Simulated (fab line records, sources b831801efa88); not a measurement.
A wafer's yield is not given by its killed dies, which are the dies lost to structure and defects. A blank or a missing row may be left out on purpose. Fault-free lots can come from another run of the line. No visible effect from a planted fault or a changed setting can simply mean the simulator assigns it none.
The tool behind it: which one? :: flow sky130 :: at 1 step of a route of 708, 7 lots with 21 wafers sampled

## WHAT THE GAUGES READ, wafer by wafer
SKY_VT_ADJUST_LVTN_OVL_MEAS_18.
lot: L712
measured: day 8 01:26
on: overlay-02
VT_ADJUST_LVTN_01_OVL (nm): 1.5 2.7 1.0

lot: L715
measured: day 8 21:05
on: overlay-01
VT_ADJUST_LVTN_01_OVL (nm): -0.4 1.3 -0.1

lot: L720
measured: day 10 04:36
on: overlay-02
VT_ADJUST_LVTN_01_OVL (nm): -0.4 0.0 0.4

lot: L723
measured: day 11 04:08
on: overlay-02
VT_ADJUST_LVTN_01_OVL (nm): 1.5 0.6 -0.2

lot: L726
measured: day 11 20:41
on: overlay-02
VT_ADJUST_LVTN_01_OVL (nm): 1.3 1.3 -2.0

lot: L731
measured: day 13 03:05
on: overlay-01
VT_ADJUST_LVTN_01_OVL (nm): -0.7 -1.2 0.2

lot: L734
measured: day 13 21:37
on: overlay-02
VT_ADJUST_LVTN_01_OVL (nm): -0.4 -1.4 -1.0

## EACH LOT AND THE TOOL THAT RAN IT (in order: tool; ch and the chambers of the sampled wafers; start)
No process step before these readings appears in the record.

## THE ANSWER, worked out from the rows above alone
Rule: what is usual is taken from the lots themselves. Put in order of their means at a reading, lots are off if they are a third of the lots or fewer, leave a main group of 4 or more, and stand apart from it by a gap of 3 or more times the standard deviation of the main group's means; of several such gaps the widest counts. Not used: any main group whose means are identical at the precision the tables above print for the reading. A lot without any number at a reading at which 4 lots or more have one is off too. Where the step has rows for the other lots, those lots are counted as sound.
No lot is off on any of the readings shown, so nothing can be concluded from this.

## WHAT THE SIMULATOR PUT IN
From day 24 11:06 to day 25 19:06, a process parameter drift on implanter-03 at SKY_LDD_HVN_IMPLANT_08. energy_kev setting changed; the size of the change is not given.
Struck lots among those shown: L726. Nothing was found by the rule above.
